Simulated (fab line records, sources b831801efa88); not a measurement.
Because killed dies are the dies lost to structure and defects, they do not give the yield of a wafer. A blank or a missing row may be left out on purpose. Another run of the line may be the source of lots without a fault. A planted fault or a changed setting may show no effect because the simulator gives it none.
2 desks, one fault    flow sky130    what lay behind the numbers comes last; until then each desk has only its own

## AT THE METROLOGY DESK
Lot by lot, what the gauges showed, no matter which tool ran the lot: averages of those sampled wafers that carry a number. A lot is out of limits, marked OUT, if its mean lies more than 4 standard deviations from the usual mean; the brackets give that distance.
Columns: A = VIA4_HDPCVD_THK at SKY_VIA4_THK_MEAS_01, usual 1757 nm
lot   first seen here  A
L349  day 41 20:13     1746
L351  day 42 00:29     1732
L352  day 42 09:16     1765
L353  day 42 19:55     1732
L355  day 43 13:16     1734
L360  day 44 21:04     1762
L359  day 44 23:51     1742
L358  day 45 02:22     1778
L361  day 45 04:58     1764
L362  day 45 17:24     1787
L363  day 46 08:44     1771
L365  day 46 14:10     1760
This desk's verdict: no lot among the 12 shows anything out of limits.

## AT THE TOOL OWNER'S DESK: iline_stepper-01
The tool's own readings at SKY_METAL5_EXPOSE_11 (exposes mask MM5, target cd 1600 nm): means of the sampled wafers that have a number, for each lot that ran on this tool. A lot is out of limits, marked OUT, if its mean lies more than 4 standard deviations from the usual mean; the brackets give that distance.
Columns: A = exposure_dose_mJ_cm2 at SKY_METAL5_EXPOSE_11, usual 190.01
lot   first seen here  A
L349  day 43 07:54     189.94
L352  day 43 21:17     190.27
L360  day 46 05:10     190.04
L359  day 46 08:42     190.04
L361  day 46 14:54     173.06 (-99 or more) OUT
L362  day 47 01:46     173.02 (-99 or more) OUT
L363  day 47 16:07     172.88 (-99 or more) OUT
L365  day 47 21:38     172.96 (-99 or more) OUT
This desk's verdict: out of limits on L361, L362, L363, L365, starting with L361 at day 46 14:54 (exposure_dose_mJ_cm2 at SKY_METAL5_EXPOSE_11). L349, L352, L360, L359 stayed within limits.

## TAKEN TOGETHER
At day 46 14:54, on L361, L362, L363, L365, the tool owner's desk was in a position to raise an alarm.
Metrology desk: nothing out of limits seen.
The metrology desk holds a record of L361, L362, L363, L365, inside its limits.
On iline_stepper-01, each named lot ran SKY_METAL5_EXPOSE_11.

## WHAT WAS PUT IN BY THE SIMULATOR
Process parameters drifting: iline_stepper-01 at SKY_METAL5_EXPOSE_11, beginning at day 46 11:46. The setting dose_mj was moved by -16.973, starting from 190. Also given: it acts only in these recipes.
Struck lots among those shown: L361, L362, L363, L365.
How many hours passed from the start of the fault until each desk's first out-of-limits reading: the tool owner's desk, 3.
